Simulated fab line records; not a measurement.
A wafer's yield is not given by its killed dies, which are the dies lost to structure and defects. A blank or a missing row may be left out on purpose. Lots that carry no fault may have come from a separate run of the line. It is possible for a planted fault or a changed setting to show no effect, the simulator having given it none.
A lot that was struck, set against a sound lot	flow gf180mcu	16 steps out of a route of 602
Sound: the wafers L550.2, L550.3, L550.5. Struck: wafers L555.3, L555.4 (left out: L555.1, a lot-mate that was not struck); the cause follows at the end.
Each step with rows lists, per side, the tool, then ch with its chambers, then its first start. Under that, the readings that differ: sound wafers	struck wafers	difference of the means	sigmas: that difference in standard deviations of wafers without a fault.
alike: same words and numbers on both sides, and readings whose means sit less than 2 such deviations apart. not compared: any withheld reading, any reading some wafer has no value for, any bound like >300 that may hide the same value, and any number with overlapping values for which the record gives no deviation.
Wherever a step has rows on one side only, a row that says differs or no value, or a row with sigmas, the two part there. When numbers do not overlap yet have no deviation, they are printed without sigmas and do not part them. A reading missing from all wafers of one side parts the sides only when that side holds two or more wafers.

first, 4 steps without rows for these wafers: GF_M2_SOFTBAKE_10 (time 60 s); GF_M2_EXPOSE_11 (exposes mask Metal2, target cd 280 nm); GF_M2_PEB_12 (peb time 90 s); GF_M2_DEVELOP_13 (develop time 60 s).
GF_M2_CD_MEAS_14: target cd 280 nm.
  sound on cdSem-02, day 19 12:36; struck on cdSem-02, day 21 05:16
reading	sound	struck	difference	sigmas
cdNm (nm)	277.1 278.0 278.2	280.7 281.2	+3.2	+3
GF_M2_OVL_MEAS_15:
  sound on overlay-01, day 19 12:43; struck on overlay-01, day 21 05:23
  alike: M2_OVL
GF_M2_METAL_ETCH_16: etches the open film in Cl2/BCl3, stops on SiO2, target depth 750.8 nm, time 125.1 s.
  sound on rieMetal-04 ch 1, day 19 12:47; struck on rieMetal-02 ch 0,1, day 21 05:25
reading	sound	struck	difference	sigmas
throttleValvePct (%)	28.261 28.239 28.228	28.232 28.205	-0.024	-2
  alike: drypumpMotorCurrentA, oesProductAu
  not compared: rfHoursCounterH
GF_M2_STRIP_17: strips in O2/N2.
  sound on plasmaAsher-04 ch 0,1, day 19 13:00; struck on plasmaAsher-03 ch 0,1, day 21 05:33
  alike: drypumpMotorCurrentA, heaterPowerW, oesProductAu, stripTimeToEndpointS
  not compared: rfHoursCounterH
then, 3 steps without rows for these wafers: GF_M2_STRIP_18 (strips in post etch residue remover, time 1200 s); GF_M2_CLEAN_19 (cleans in DIW); GF_V2_CVD_00 (deposits SiO2, target thk 600 nm, time 100 s).
GF_V2_THK_MEAS_01:
  sound on filmMetro-01, day 19 13:39; struck on filmMetro-03, day 21 06:11
  alike: V2_CVD_00_THK
GF_V2_CVD_02: deposits SiO2 from TEOS, target thk 850 nm, time 94.851 s.
  sound on pecvd-01 ch 1,2, day 19 13:42; struck on pecvd-01 ch 1, day 21 06:15
reading	sound	struck	difference	sigmas
rfFwdPowerW (W)	600.9 595.7 599.8	694.2 690.7	+93.7	+47
model.SiO2_of_V2_CVD_02.thkNm (nm)	847 845.6 866	876.9 895.3	+33.2	
  alike: heaterPowerOuterW, heaterPowerW, susceptorTempC
GF_V2_THK_MEAS_03:
  sound on filmMetro-03, day 19 13:47; struck on filmMetro-01, day 21 06:19
reading	sound	struck	difference	sigmas
V2_CVD_02_THK (nm)	848 845 866	876 895	+32	+3
GF_V2_CMP_04: polishes SiO2.
  sound on cmp-01 ch 0,1,2, day 19 13:53; struck on cmp-01 ch 0,3, day 21 06:23
reading	sound	struck	difference	sigmas
timeToEndpointS (s)	75 79 85	96 97	+17	+3
  alike: motorCurrentA
GF_V2_BOW_MEAS_05:
  sound on filmMetro-01, day 19 14:09; struck on filmMetro-01, day 21 06:41
  alike: V2_BOW

== WHERE THEY PART ==
Last at GF_V2_CMP_04 as far as this record goes, first at GF_M2_CD_MEAS_14. Later steps at which nothing parts them and some readings are alike: GF_V2_BOW_MEAS_05.

WHY: what the simulator had put in
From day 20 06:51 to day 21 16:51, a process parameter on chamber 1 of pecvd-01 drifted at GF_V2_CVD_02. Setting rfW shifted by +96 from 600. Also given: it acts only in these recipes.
